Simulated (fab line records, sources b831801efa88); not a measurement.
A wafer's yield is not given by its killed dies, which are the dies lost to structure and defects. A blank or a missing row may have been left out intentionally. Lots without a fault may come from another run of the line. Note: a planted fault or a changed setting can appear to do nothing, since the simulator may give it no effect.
The same fault as seen by 2 desks + flow gf180mcu + what lay behind the numbers comes last; until then each desk has only its own

== THE TOOL OWNER'S DESK: lithoTrack-03 ==
Per lot that ran on this tool, the mean of the sampled wafers carrying a number, from the tool's own readings at GF_POLY_GATE_SOFTBAKE_06 (time 60 s). Marked OUT: a lot whose mean sits more than 4 standard deviations from the usual mean, which makes it out of limits; the brackets give that distance.
Columns: A = exhaustPa at GF_POLY_GATE_SOFTBAKE_06, usual 44.9 Pa; B = heaterPowerTotalW at GF_POLY_GATE_SOFTBAKE_06, usual 93.05 W; C = resistLineTempC at GF_POLY_GATE_SOFTBAKE_06, usual 23.00 C; D = runLengthS at GF_POLY_GATE_SOFTBAKE_06, usual 89.16 s
| lot  | first seen here | A    | B               | C     | D               |
|------|-----------------|------|-----------------|-------|-----------------|
| L712 | day 10 02:00    | 45.0 | 93.03           | 22.99 | 88.98           |
| L713 | day 10 04:00    | 44.0 | 93.02           | 22.98 | 88.98           |
| L714 | day 10 16:00    | 44.8 | 93.01           | 22.96 | 89.06           |
| L718 | day 12 01:00    | 45.2 | 93.05           | 23.03 | 89.00           |
| L723 | day 13 14:00    | 44.2 | 95.05 (+31) OUT | 23.05 | 85.16 (-19) OUT |
| L725 | day 13 20:00    | 44.8 | 95.10 (+31) OUT | 23.13 | 85.13 (-19) OUT |
This desk finds L723, L725 out of limits, L723 being first, at day 13 14:00 (heaterPowerTotalW at GF_POLY_GATE_SOFTBAKE_06). Within limits: L712, L713, L714, L718.

== FROM THE METROLOGY DESK ==
Lot by lot, what the gauges showed, no matter which tool ran the lot: averages of those sampled wafers that carry a number. Marked OUT: a lot whose mean sits more than 4 standard deviations from the usual mean, which makes it out of limits; the brackets give that distance.
Columns: A = VT_IMPLANT_3_TW at GF_VT_IMPLANT_TW_MEAS_32, usual 268
| lot  | first seen here | A   |
|------|-----------------|-----|
| L709 | day 7 05:05     | 272 |
| L710 | day 7 13:20     | 268 |
| L711 | day 7 18:51     | 264 |
| L712 | day 8 00:54     | 273 |
| L713 | day 8 04:23     | 269 |
| L714 | day 8 13:34     | 272 |
| L717 | day 9 07:01     | 272 |
| L718 | day 9 19:33     | 271 |
| L719 | day 10 01:53    | 270 |
| L723 | day 11 03:21    | 268 |
| L724 | day 11 09:26    | 271 |
| L725 | day 11 12:56    | 263 |
| L731 | day 13 02:56    | 270 |
Result from this desk: across the 13 lots, nothing is out of limits.

== ALL TOGETHER ==
The tool owner's desk had the chance to raise an alarm at day 13 14:00 on L723, L725.
At the metrology desk, nothing out of limits was observed.
The metrology desk holds a record of L723, L725, inside its limits.
On lithoTrack-03, each named lot ran GF_POLY_GATE_SOFTBAKE_06.

== WHAT WAS PUT IN BY THE SIMULATOR ==
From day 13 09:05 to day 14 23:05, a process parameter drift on lithoTrack-03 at GF_POLY_GATE_SOFTBAKE_06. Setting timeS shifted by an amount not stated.
Lots struck among those shown: L723, L725.
Time in hours from fault onset to the first out-of-limits reading at each desk: the tool owner's desk, 5.
